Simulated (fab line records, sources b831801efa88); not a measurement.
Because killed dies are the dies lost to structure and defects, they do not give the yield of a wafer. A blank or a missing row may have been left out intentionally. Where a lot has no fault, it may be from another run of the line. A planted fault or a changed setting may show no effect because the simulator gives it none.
Split-lot study / flow gf180mcu / route with 602 steps; 5 lots, 23 wafers read

## SPLIT DETAILS
At GF_NSD_COAT_02 (resist thk 1000 nm), the setting spinRpm was moved away from the recipe's 3000 rpm on 8 of the 23 wafers read, by -4.3% to +3.9%. This setting was run at the recipe's value on the other wafers.

Reading taken at the split's own step.

## THE READING
NOVOLAK_of_NSD_COAT_02.thkNm (the simulator's own value, which no gauge read), in nm, at GF_NSD_COAT_02 (resist thk 1000 nm). The file gives no usual value for it. The 15 wafers here that ran the recipe average 999.2 nm, standard deviation 2.5 nm.

wafer=L076.3; tool, chamber at the split=lithoTrack-02, 0; spinRpm as run, rpm=3000; against the recipe=recipe; NOVOLAK_of_NSD_COAT_02.thkNm, nm=993.6; against lot-mates on the recipe=-
wafer=L076.4; tool, chamber at the split=lithoTrack-02, 0; spinRpm as run, rpm=3000; against the recipe=recipe; NOVOLAK_of_NSD_COAT_02.thkNm, nm=997.6; against lot-mates on the recipe=-
wafer=L076.6; tool, chamber at the split=lithoTrack-02, 0; spinRpm as run, rpm=3000; against the recipe=recipe; NOVOLAK_of_NSD_COAT_02.thkNm, nm=995.1; against lot-mates on the recipe=-
wafer=L078.1; tool, chamber at the split=lithoTrack-02, 0; spinRpm as run, rpm=2871; against the recipe=-4.3%; NOVOLAK_of_NSD_COAT_02.thkNm, nm=1024; against lot-mates on the recipe=+22.5
wafer=L078.2; tool, chamber at the split=lithoTrack-02, 0; spinRpm as run, rpm=3000; against the recipe=recipe; NOVOLAK_of_NSD_COAT_02.thkNm, nm=1002; against lot-mates on the recipe=-
wafer=L078.4; tool, chamber at the split=lithoTrack-02, 0; spinRpm as run, rpm=2871; against the recipe=-4.3%; NOVOLAK_of_NSD_COAT_02.thkNm, nm=1023; against lot-mates on the recipe=+21.5
wafer=L078.5; tool, chamber at the split=lithoTrack-02, 0; spinRpm as run, rpm=2871; against the recipe=-4.3%; NOVOLAK_of_NSD_COAT_02.thkNm, nm=1023; against lot-mates on the recipe=+21.5
wafer=L078.6; tool, chamber at the split=lithoTrack-02, 0; spinRpm as run, rpm=3000; against the recipe=recipe; NOVOLAK_of_NSD_COAT_02.thkNm, nm=1001; against lot-mates on the recipe=-
wafer=L079.1; tool, chamber at the split=lithoTrack-03, 0; spinRpm as run, rpm=3118; against the recipe=+3.9%; NOVOLAK_of_NSD_COAT_02.thkNm, nm=980.8; against lot-mates on the recipe=-18.6
wafer=L079.2; tool, chamber at the split=lithoTrack-03, 0; spinRpm as run, rpm=3000; against the recipe=recipe; NOVOLAK_of_NSD_COAT_02.thkNm, nm=1001; against lot-mates on the recipe=-
wafer=L079.3; tool, chamber at the split=lithoTrack-03, 0; spinRpm as run, rpm=3000; against the recipe=recipe; NOVOLAK_of_NSD_COAT_02.thkNm, nm=997.3; against lot-mates on the recipe=-
wafer=L079.4; tool, chamber at the split=lithoTrack-03, 0; spinRpm as run, rpm=3000; against the recipe=recipe; NOVOLAK_of_NSD_COAT_02.thkNm, nm=999.8; against lot-mates on the recipe=-
wafer=L079.6; tool, chamber at the split=lithoTrack-03, 0; spinRpm as run, rpm=3118; against the recipe=+3.9%; NOVOLAK_of_NSD_COAT_02.thkNm, nm=981.5; against lot-mates on the recipe=-17.9
wafer=L080.1; tool, chamber at the split=lithoTrack-02, 0; spinRpm as run, rpm=3000; against the recipe=recipe; NOVOLAK_of_NSD_COAT_02.thkNm, nm=1002; against lot-mates on the recipe=-
wafer=L080.6; tool, chamber at the split=lithoTrack-02, 0; spinRpm as run, rpm=3000; against the recipe=recipe; NOVOLAK_of_NSD_COAT_02.thkNm, nm=1002; against lot-mates on the recipe=-
wafer=L080.2; tool, chamber at the split=lithoTrack-02, 0; spinRpm as run, rpm=3000; against the recipe=recipe; NOVOLAK_of_NSD_COAT_02.thkNm, nm=1001; against lot-mates on the recipe=-
wafer=L080.4; tool, chamber at the split=lithoTrack-02, 0; spinRpm as run, rpm=3000; against the recipe=recipe; NOVOLAK_of_NSD_COAT_02.thkNm, nm=999.7; against lot-mates on the recipe=-
wafer=L080.5; tool, chamber at the split=lithoTrack-02, 0; spinRpm as run, rpm=3000; against the recipe=recipe; NOVOLAK_of_NSD_COAT_02.thkNm, nm=998.9; against lot-mates on the recipe=-
wafer=L083.1; tool, chamber at the split=lithoTrack-02, 0; spinRpm as run, rpm=3000; against the recipe=recipe; NOVOLAK_of_NSD_COAT_02.thkNm, nm=997.5; against lot-mates on the recipe=-
wafer=L083.2; tool, chamber at the split=lithoTrack-02, 0; spinRpm as run, rpm=3075; against the recipe=+2.5%; NOVOLAK_of_NSD_COAT_02.thkNm, nm=987.4; against lot-mates on the recipe=-11.1
wafer=L083.3; tool, chamber at the split=lithoTrack-02, 0; spinRpm as run, rpm=3075; against the recipe=+2.5%; NOVOLAK_of_NSD_COAT_02.thkNm, nm=985.5; against lot-mates on the recipe=-13.0
wafer=L083.5; tool, chamber at the split=lithoTrack-02, 0; spinRpm as run, rpm=3000; against the recipe=recipe; NOVOLAK_of_NSD_COAT_02.thkNm, nm=999.4; against lot-mates on the recipe=-
wafer=L083.6; tool, chamber at the split=lithoTrack-02, 0; spinRpm as run, rpm=3075; against the recipe=+2.5%; NOVOLAK_of_NSD_COAT_02.thkNm, nm=986.5; against lot-mates on the recipe=-12.0

THE FIT
A straight line over all 23 wafers: NOVOLAK_of_NSD_COAT_02.thkNm changes by -5.23 nm for each +1% of spinRpm; r = -0.98; the points scatter about the line by 2.3 nm.
The same after taking each lot's own level away (the mean of its wafers on the recipe; 23 wafers): -4.9 nm for each +1%; r = -0.99; scatter 1.2 nm.
On that fit, the largest move of spinRpm shifts the reading by 21 nm.
From 995.43 to 1001.50 nm: that is the span of the lots' own levels, equal to 2.5 times the standard deviation above.
Consequently the slope shifts little with the lot-to-lot level, the two slopes agreeing.
Check: for one of the wafers moved furthest among these (-4.3%), held out of the fit, the line's prediction against its lot-mates is +20.9 nm. It came out at +22.5 nm against them.

## THE OTHER SPLITS THESE WAFERS WENT THROUGH
Note: prior to the reading, these wafers also went through further splits. Each is held against what the fit with the lots' levels taken away leaves over:
other split on the same wafers=GF_HV_LDD_CVD_56 timeS; wafers away from the commonest value=15; r with NOVOLAK_of_NSD_COAT_02.thkNm (lot level and that fit taken away)=-0.10

## THE WHOLE CHAIN: every reading that the file lists as answering this split, in the file's order
step=GF_NSD_COAT_02; what it does=resist thk 1000 nm; reading=NOVOLAK_of_NSD_COAT_02.thkNm (the simulator's own value, which no gauge read); change (the file's fit)=-4.88 nm for each +1% of the setting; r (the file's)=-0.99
step=GF_NSD_STRIP_11; what it does=strips in O2/N2; reading=stripTimeToEndpointS; change (the file's fit)=withheld for each +1% of the setting, in a fit together with energyKev@NSD_IMPLANT_09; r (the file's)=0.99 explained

## THE FILE'S OWN FIT
NOVOLAK_of_NSD_COAT_02.thkNm changes by -4.88 nm for each +1% of spinRpm, r = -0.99.
